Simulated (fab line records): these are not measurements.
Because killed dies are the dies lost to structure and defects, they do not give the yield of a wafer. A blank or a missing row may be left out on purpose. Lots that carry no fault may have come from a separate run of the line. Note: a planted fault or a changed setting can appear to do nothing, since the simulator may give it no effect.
fab line records	flow gf180mcu
[record] lots = 14	wafers = 42	last_day = 33
route steps=602 shown MIM@504 M5@536
lots with no fault: from the same line, run without faults
start_h: hours from the record's opening day to when the first of the lot's shown wafers began	wait_h: how many hours have passed since the lot's step before this one	" repeats the value in the row above	L1.1+2: several wafers, shown together as one row	- no value, or no start given	* or withheld: withheld	< > ~ a bound
route shown NAME@n: names a module that has steps shown in the file, with the first one's number in the route	usual: mean/standard deviation of fault-free wafers	same: alike in all rows	chamber/n: place in a boat	sites: the reading at each site	_std_site: the values' standard deviation	_edge_site: inner sites' mean taken away from outer sites' mean	radius_mm: how far each site lies from the wafer's centre	mask NAME#n: copy n	behind: the tool/chamber that last shaped the wafer	hold: why the lot went on hold/how many hours it stayed there/how the hold came to an end	device: names the non-switching transistor (n, p or np)	end of line: at the end of the route, the tests of the same wafers	a step given without rows: its recipe and nothing more	killed: at the first sort, the dies lost to defects and structure; wafer yield is something else	map: the dies of a wafer, with x for killed, . for not killed, _ for no die there
set.NAME: setting as actually run; set.NAME@STEP: the setting as run at that earlier step	model.NAME: the simulator's own value behind a step, which no gauge read
one table for each step of the route and one row for each wafer, over a sample of lots
services: when a tool's chamber went out of use (start_h, in hours from the record's first day, below 0 if earlier), for how many hours, and the reason
[[steps]]
[step GF_MIM_SPUTTER_01]
[recipe] material = TiN	target_thk_nm = 30	power_w = 6500	time_s = 25	chamber_pressure_pa = 0.4
[usual] chamber_pressure_pa = 0.3999/0.00081	throttle_valve_pct = 30.0/1.2
[same] time_s = 25
lot.wafer	tool	chamber	start_h	wait_h	chamber_pressure_pa	throttle_valve_pct
L199.1	pvd_sputter-04	-	564.99	0.1	0.3995	30.8
L199.4	"	-	"	"	0.3997	28.8
L199.5	"	-	"	"	0.3991	28.7
L201.2	pvd_sputter-02	-	581.21	0.1	0.3999	29.4
L201.3	"	-	"	"	0.3990	31.9
L201.6	"	-	"	"	0.4001	30.5
L203.1	pvd_sputter-02	-	599.79	0.1	0.4001	30.8
L203.3	"	-	"	"	0.4007	30.6
L203.5	"	-	"	"	0.4011	30.6
L204.1	pvd_sputter-03	-	608.35	0.1	0.4004	28.8
L204.2	"	-	"	"	0.3995	29.4
L204.3	"	-	"	"	0.3997	29.4
L205.2	pvd_sputter-02	-	618.31	0.1	0.3998	30.7
L205.4	"	-	"	"	0.4005	30.9
L205.6	"	-	"	"	0.3997	31.0
L206.1	pvd_sputter-04	-	626.05	0.1	0.3994	27.5
L206.4	"	-	"	"	0.4009	30.7
L206.5	"	-	"	"	0.4001	27.6
L207.1	pvd_sputter-02	-	634.01	0.1	0.3996	31.7
L207.4	"	-	"	"	0.4008	30.5
L207.5	"	-	"	"	0.4002	32.1
L208.1	pvd_sputter-04	-	645.86	0.1	0.3995	27.9
L208.5	"	-	"	"	0.3992	27.7
L208.6	"	-	"	"	0.4005	30.8
L209.1	pvd_sputter-03	-	651.26	0.1	0.3988	29.5
L209.3	"	-	"	"	0.3997	28.9
L209.4	"	-	"	"	0.4001	29.2
L210.1	pvd_sputter-02	-	653.02	0.1	0.4010	32.2
L210.2	"	-	"	"	0.3996	29.3
L210.5	"	-	"	"	0.4000	31.9
L213.1	pvd_sputter-03	-	679.20	0.1	0.3982	28.8
L213.2	"	-	"	"	0.4008	29.4
L213.5	"	-	"	"	0.3980	30.1
L215.2	pvd_sputter-03	-	688.69	0.1	0.4006	30.0
L215.4	"	-	"	"	0.3989	29.0
L215.5	"	-	"	"	0.3997	29.9
L216.2	pvd_sputter-02	-	692.57	0.1	0.3998	29.3
L216.5	"	-	"	"	0.4008	29.3
L216.6	"	-	"	"	0.3995	31.8
L219.1	pvd_sputter-03	-	714.67	0.1	0.4009	30.1
L219.4	"	-	"	"	0.3994	29.5
L219.5	"	-	"	"	0.3986	29.3
[step GF_MIM_SPUTTER_07]
[recipe] material = TiN	target_thk_nm = 60	power_w = 6500	time_s = 50	chamber_pressure_pa = 0.4
[usual] chamber_pressure_pa = 0.3999/0.00089	throttle_valve_pct = 29.8/1
[same] time_s = 50
lot.wafer	tool	chamber	start_h	wait_h	chamber_pressure_pa	throttle_valve_pct
L199.1	pvd_sputter-03	-	565.20	0.1	0.3992	29.3
L199.4	"	-	"	"	0.3993	30.0
L199.5	"	-	"	"	0.3989	29.2
L201.2	pvd_sputter-04	-	581.42	0.0	0.4009	27.9
L201.3	"	-	"	"	0.4010	28.7
L201.6	"	-	"	"	0.4013	28.7
L203.1	pvd_sputter-04	-	600.02	0.1	0.4018	28.8
L203.3	"	-	"	"	0.4003	30.1
L203.5	"	-	"	"	0.4001	28.5
L204.1	pvd_sputter-02	-	608.56	0.1	0.3996	30.6
L204.2	"	-	"	"	0.3977	32.1
L204.3	"	-	"	"	0.3991	29.3
L205.2	pvd_sputter-04	-	618.52	0.0	0.3996	27.8
L205.4	"	-	"	"	0.4012	30.2
L205.6	"	-	"	"	0.4002	29.8
L206.1	pvd_sputter-02	-	626.27	0.1	0.4005	30.4
L206.4	"	-	"	"	0.4001	31.1
L206.5	"	-	"	"	0.4013	31.0
L207.1	pvd_sputter-03	-	634.24	0.1	0.4012	29.3
L207.4	"	-	"	"	0.3989	29.1
L207.5	"	-	"	"	0.3994	29.0
L208.1	pvd_sputter-03	-	646.07	0.1	0.4013	30.1
L208.5	"	-	"	"	0.3995	29.1
L208.6	"	-	"	"	0.4007	29.9
L209.1	pvd_sputter-02	-	651.47	0.1	0.3997	29.4
L209.3	"	-	"	"	0.3995	30.9
L209.4	"	-	"	"	0.3991	31.9
L210.1	pvd_sputter-04	-	653.23	0.1	0.3999	30.0
L210.2	"	-	"	"	0.3993	27.6
L210.5	"	-	"	"	0.4011	30.0
L213.1	pvd_sputter-04	-	679.42	0.1	0.4002	28.9
L213.2	"	-	"	"	0.4009	31.1
L213.5	"	-	"	"	0.3981	27.8
L215.2	pvd_sputter-02	-	688.90	0.0	0.3997	30.6
L215.4	"	-	"	"	0.4011	29.3
L215.5	"	-	"	"	0.3984	32.0
L216.2	pvd_sputter-03	-	692.78	0.0	0.3991	30.0
L216.5	"	-	"	"	0.3994	29.5
L216.6	"	-	"	"	0.3993	30.1
L219.1	pvd_sputter-02	-	714.88	0.1	0.3990	30.8
L219.4	"	-	"	"	0.4001	30.9
L219.5	"	-	"	"	0.4002	29.5
[step GF_MIM_SPUTTER_09]
[recipe] material = TiN	target_thk_nm = 35	power_w = 6500	time_s = 29.2	chamber_pressure_pa = 0.4
[usual] chamber_pressure_pa = 0.4001/0.00088	throttle_valve_pct = 29.8/1
[same] time_s = 29.2
lot.wafer	tool	chamber	start_h	wait_h	chamber_pressure_pa	throttle_valve_pct
L199.1	pvd_sputter-03	-	565.27	0.0	0.4001	29.5
L199.4	"	-	"	"	0.4003	30.4
L199.5	"	-	"	"	0.4000	29.5
L201.2	pvd_sputter-04	-	581.49	0.0	0.3999	27.8
L201.3	"	-	"	"	0.4021	28.8
L201.6	"	-	"	"	0.4007	28.4
L203.1	pvd_sputter-04	-	600.09	0.0	0.4003	28.7
L203.3	"	-	"	"	0.3992	29.9
L203.5	"	-	"	"	0.3996	28.8
L204.1	pvd_sputter-02	-	608.63	0.0	0.4009	30.7
L204.2	"	-	"	"	0.4010	31.9
L204.3	"	-	"	"	0.3996	29.1
L205.2	pvd_sputter-04	-	618.59	0.0	0.4023	27.5
L205.4	"	-	"	"	0.4010	30.1
L205.6	"	-	"	"	0.4009	30.1
L206.1	pvd_sputter-02	-	626.33	0.0	0.3998	31.1
L206.4	"	-	"	"	0.4000	31.2
L206.5	"	-	"	"	0.3994	30.5
L207.1	pvd_sputter-03	-	634.31	0.0	0.4020	29.0
L207.4	"	-	"	"	0.3995	28.9
L207.5	"	-	"	"	0.3996	29.1
L208.1	pvd_sputter-03	-	646.14	0.0	0.3993	30.0
L208.5	"	-	"	"	0.3990	29.1
L208.6	"	-	"	"	0.4008	30.2
L209.1	pvd_sputter-02	-	651.54	0.0	0.4006	29.4
L209.3	"	-	"	"	0.3991	30.6
L209.4	"	-	"	"	0.3996	32.0
L210.1	pvd_sputter-04	-	653.30	0.0	0.4020	30.1
L210.2	"	-	"	"	0.4006	27.7
L210.5	"	-	"	"	0.3993	30.2
L213.1	pvd_sputter-04	-	679.48	0.0	0.4003	28.5
L213.2	"	-	"	"	0.3994	30.7
L213.5	"	-	"	"	0.3992	27.8
L215.2	pvd_sputter-02	-	688.97	0.0	0.4004	30.7
L215.4	"	-	"	"	0.4002	29.5
L215.5	"	-	"	"	0.4006	32.0
L216.2	pvd_sputter-03	-	692.85	0.0	0.4009	29.9
L216.5	"	-	"	"	0.3994	29.5
L216.6	"	-	"	"	0.4002	30.0
L219.1	pvd_sputter-02	-	714.95	0.0	0.3988	30.5
L219.4	"	-	"	"	0.3997	30.9
L219.5	"	-	"	"	0.3994	29.2
[step GF_M5_METAL_ETCH_10]
[recipe] chemistry = Cl2/BCl3	mask_material = KrF	target_depth_nm = 750.8	stop_on = SiO2	pressure_mtorr = 8	icp_w = 800	bias_w = 140	Cl2_flow_sccm = 80	bcl3_flow_sccm = 40	time_s = 125.1
[usual] chamber_pressure_mTorr = 8.000/0.0065	drypump_motor_current_A = 5.8/0.74	oes_product_au = 0.990/0.006	throttle_valve_pct = 28.230/0.011
[same] time_s = 125.1
lot.wafer	tool	chamber	start_h	wait_h	chamber_pressure_mTorr	drypump_motor_current_A	oes_product_au	rf_hours_counter_h	throttle_valve_pct
L199.1	rie_metal-01	0	609.20	0.0	8.000	5.5	0.973	3	28.243
L199.4	"	0	"	"	7.993	5.5	0.985	-	28.239
L199.5	"	1	"	"	8.000	6.3	0.980	-	28.249
L201.2	rie_metal-02	1	624.54	0.1	8.003	5.1	0.993	-	28.226
L201.3	"	1	"	"	7.996	5.1	0.997	-	28.222
L201.6	"	1	"	"	7.988	5.1	0.989	-	28.237
L203.1	rie_metal-04	1	642.00	0.0	8.005	4.9	0.990	4	28.220
L203.3	"	1	"	"	7.993	4.9	1.003	-	28.226
L203.5	"	1	"	"	7.999	4.9	0.990	-	28.236
L204.1	rie_metal-02	0	649.94	0.0	8.013	6.0	0.978	10	28.210
L204.2	"	1	"	"	8.006	5.1	0.989	8	28.246
L204.3	"	0	"	"	8.013	6.0	0.988	-	28.231
L205.2	rie_metal-04	1	658.84	0.0	7.982	4.9	0.998	4	28.227
L205.4	"	1	"	"	7.994	4.9	0.993	-	28.242
L205.6	"	0	"	"	8.004	6.7	0.997	-	28.238
L206.1	rie_metal-04	1	666.30	0.0	8.000	4.9	0.988	5	28.216
L206.4	"	1	"	"	7.986	4.9	0.994	-	28.222
L206.5	"	0	"	"	7.993	6.8	0.991	-	28.221
L207.1	rie_metal-04	1	673.49	0.0	7.999	4.9	0.993	5	28.218
L207.4	"	1	"	"	7.994	4.9	0.990	-	28.234
L207.5	"	1	"	"	7.999	4.9	0.987	-	28.209
L208.1	rie_metal-02	1	685.13	0.0	8.006	5.1	0.986	9	28.238
L208.5	"	0	"	"	7.994	6.0	0.984	-	28.242
L208.6	"	1	"	"	8.008	5.1	0.998	-	28.230
L209.1	rie_metal-01	1	689.74	0.0	7.997	6.3	0.988	8	28.233
L209.3	"	0	"	"	7.999	5.5	0.986	-	28.247
L209.4	"	1	"	"	8.017	6.3	0.982	-	28.229
L210.1	rie_metal-02	1	692.19	0.0	8.006	5.1	0.989	9	28.242
L210.2	"	0	"	"	8.014	6.0	0.988	12	28.229
L210.5	"	1	"	"	8.002	5.1	0.992	-	28.244
L213.1	rie_metal-02	1	717.54	0.0	7.990	5.1	0.989	10	28.224
L213.2	"	0	"	"	8.011	6.0	0.991	13	28.248
L213.5	"	1	"	"	7.999	5.1	0.985	-	28.242
L215.2	rie_metal-02	0	725.65	0.0	8.000	6.0	0.988	13	28.227
L215.4	"	1	"	"	8.006	5.1	0.823	-	28.402
L215.5	"	1	"	"	8.000	5.1	0.824	-	28.413
L216.2	rie_metal-02	0	729.68	0.0	8.008	6.0	0.985	13	28.224
L216.5	"	0	"	"	8.005	6.0	0.980	-	28.232
L216.6	"	1	"	"	8.007	5.2	0.826	-	28.408
L219.1	rie_metal-04	1	750.35	0.0	7.988	4.9	0.992	9	28.223
L219.4	"	0	"	"	8.004	6.7	0.991	-	28.221
L219.5	"	1	"	"	7.999	4.9	0.994	-	28.208
[step GF_M5_STRIP_11]
[recipe] chemistry = O2/N2	power_w = 1400	pressure_mtorr = 1500	platen_temp_c = 250	o2_flow_sccm = 3000	n2_flow_sccm = 300	overash_fraction = 0.5
[usual] chamber_pressure_mTorr = 1500.1/1.2	drypump_motor_current_A = 5.9/0.41	heater_power_w = 324/32	n2_flow_sccm = 300.0/0.96	o2_flow_sccm = 2999/8.7	oes_product_au = 0.524/0.0047	strip_time_to_endpoint_s = 7.06/0.051
lot.wafer	tool	chamber	start_h	wait_h	chamber_pressure_mTorr	drypump_motor_current_A	heater_power_w	n2_flow_sccm	o2_flow_sccm	oes_product_au	rf_hours_counter_h	strip_time_to_endpoint_s
L199.1	plasma_asher-01	0	609.33	0.1	1498.1	5.2	335	298.2	2979	0.529	90	7.11
L199.4	"	0	"	"	1499.7	5.2	324	300.1	3002	0.530	-	7.12
L199.5	"	1	"	"	1497.3	6.0	340	299.2	2991	0.535	-	7.10
L201.2	plasma_asher-04	1	624.76	0.2	1497.7	5.7	336	300.4	2999	0.523	50	7.12
L201.3	"	1	"	"	1500.0	5.7	343	300.6	3004	0.528	-	7.09
L201.6	"	1	"	"	1499.4	5.8	334	299.5	3009	0.521	-	7.09
L203.1	plasma_asher-04	1	642.13	0.1	1500.9	5.7	334	299.1	2996	0.522	52	7.04
L203.3	"	1	"	"	1500.7	5.7	344	298.9	3008	0.525	-	7.02
L203.5	"	1	"	"	1501.3	5.7	339	298.7	2998	0.515	-	7.03
L204.1	plasma_asher-04	0	650.07	0.1	1500.3	6.4	281	299.7	2996	0.522	53	7.08
L204.2	"	1	"	"	1497.2	5.7	338	300.0	3005	0.518	53	7.01
L204.3	"	0	"	"	1499.6	6.4	281	299.9	2994	0.522	-	7.10
L205.2	plasma_asher-02	0	658.97	0.1	1500.1	5.9	313	300.2	3010	0.522	91	7.02
L205.4	"	1	"	"	1500.9	5.4	386	298.3	3003	0.526	-	7.05
L205.6	"	1	"	"	1499.5	5.4	391	299.5	3003	0.524	-	7.00
L206.1	plasma_asher-04	0	666.43	0.1	1502.0	6.4	280	298.6	3002	0.524	55	6.98
L206.4	"	0	"	"	1501.2	6.4	283	299.1	3016	0.529	-	6.96
L206.5	"	1	"	"	1500.9	5.8	338	298.7	2995	0.515	-	6.92
L207.1	plasma_asher-04	1	673.62	0.1	1500.0	5.7	339	298.7	2995	0.530	56	7.00
L207.4	"	0	"	"	1500.8	6.4	288	299.3	3001	0.525	-	7.03
L207.5	"	1	"	"	1500.4	5.7	343	299.1	2999	0.524	-	7.04
L208.1	plasma_asher-02	1	685.26	0.1	1499.6	5.4	383	298.4	3003	0.518	94	7.10
L208.5	"	0	"	"	1500.5	5.9	304	299.3	3009	0.534	-	7.17
L208.6	"	1	"	"	1502.5	5.4	387	300.2	3005	0.528	-	7.13
L209.1	plasma_asher-02	1	689.87	0.1	1502.0	5.4	396	301.0	2992	0.533	94	7.09
L209.3	"	0	"	"	1499.8	5.9	313	299.2	3000	0.524	-	7.13
L209.4	"	1	"	"	1501.9	5.4	386	301.4	3003	0.525	-	7.07
L210.1	plasma_asher-04	1	692.32	0.1	1502.0	5.8	324	300.2	2995	0.528	58	7.04
L210.2	"	0	"	"	1500.8	6.5	286	301.0	2993	0.518	58	7.05
L210.5	"	0	"	"	1501.1	6.4	282	299.3	2984	0.524	-	7.09
L213.1	plasma_asher-04	0	717.67	0.1	1499.3	6.4	282	300.3	2991	0.521	60	7.08
L213.2	"	1	"	"	1501.4	5.8	344	299.1	3007	0.520	60	7.08
L213.5	"	0	"	"	1499.5	6.4	282	301.1	3005	0.536	-	7.09
L215.2	plasma_asher-04	0	725.77	0.1	1503.1	6.3	278	300.1	3005	0.522	61	7.09
L215.4	"	0	"	"	1498.7	6.4	283	299.8	2989	0.558	-	7.92
L215.5	"	0	"	"	1500.6	6.4	282	299.8	2998	0.555	-	7.90
L216.2	plasma_asher-04	0	729.81	0.1	1499.5	6.5	289	299.9	2981	0.520	61	7.04
L216.5	"	1	"	"	1499.0	5.7	335	299.5	2991	0.522	-	7.07
L216.6	"	0	"	"	1499.5	6.4	281	299.6	2991	0.549	-	7.88
L219.1	plasma_asher-01	1	750.47	0.1	1499.3	6.0	346	300.7	2998	0.520	1	7.00
L219.4	"	0	"	"	1501.0	5.2	335	300.6	3000	0.525	-	7.00
L219.5	"	1	"	"	1499.8	6.0	342	299.5	3006	0.524	-	7.06
[[services]]
tool	chamber	start_h	hours	kind
rie_metal-04	0	541.89	6.5	repair
rie_metal-01	1	548.78	18.3	repair
rie_metal-01	0	550.59	4.1	repair
rie_metal-02	-	556.85	2.8	pm
pvd_sputter-03	-	594.93	5.9	repair
plasma_asher-02	-	596.24	5.6	repair
pvd_sputter-04	-	596.26	1.7	repair
pvd_sputter-03	-	609.97	11.5	repair
rie_metal-04	1	611.63	5.6	repair
rie_metal-02	0	622.10	4.6	repair
pvd_sputter-04	-	622.59	3.2	repair
plasma_asher-01	-	625.92	3.2	repair
pvd_sputter-02	3	627.68	-	consumable_replace:kit
pvd_sputter-02	3	627.68	18.0	scheduled_down
pvd_sputter-02	3	627.68	18.0	vent_cycle
pvd_sputter-02	-	653.37	8.8	repair
pvd_sputter-02	-	659.92	2.8	repair
rie_metal-04	0	660.24	3.9	repair
plasma_asher-01	-	668.46	9.5	repair
plasma_asher-02	-	688.13	1.7	repair
pvd_sputter-04	-	708.34	2.3	repair
plasma_asher-01	-	733.75	9.0	pm
rie_metal-02	1	735.23	15.6	repair
pvd_sputter-03	-	738.71	2.2	repair
[[key]]
[first_sign] step = GF_M5_METAL_ETCH_10	reading = oes_product_au	direction = down	sigmas = 28	usual = 0.990	struck = 0.824
[effect] step = GF_M5_METAL_ETCH_10	reading = throttle_valve_pct	direction = up	sigmas = 17	usual = 28.230	struck = 28.407
[effect] step = GF_M5_STRIP_11	reading = strip_time_to_endpoint_s	direction = up	sigmas = 16	usual = *	struck = *
met_at GF_M5_METAL_ETCH_10
struck_lots L215,L216
struck_wafers L215.4,L215.5,L216.6
later_rows_left_out L215.4,L215.5,L216.6
sort_left_out L215.4,L215.5,L216.6
not_acting_at GF_MIM_SPUTTER_01,GF_MIM_SPUTTER_07,GF_MIM_SPUTTER_09
onset_between 717.54 725.65
[fault] kind = process_parameter_drift	tool = rie_metal-02	chamber = 1	onset_h = 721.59	steps = GF_M5_METAL_ETCH_10	channel = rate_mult	offset = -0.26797	shape = step	end_h = 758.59
// sort_left_out: the simulated sort isn't trusted on such a fault, so these wafers' sort isn't shown, and their yield isn't known
// later_rows_left_out: the simulator's readings of these wafers behind a module that went badly wrong aren't trusted and aren't shown, but for the sort
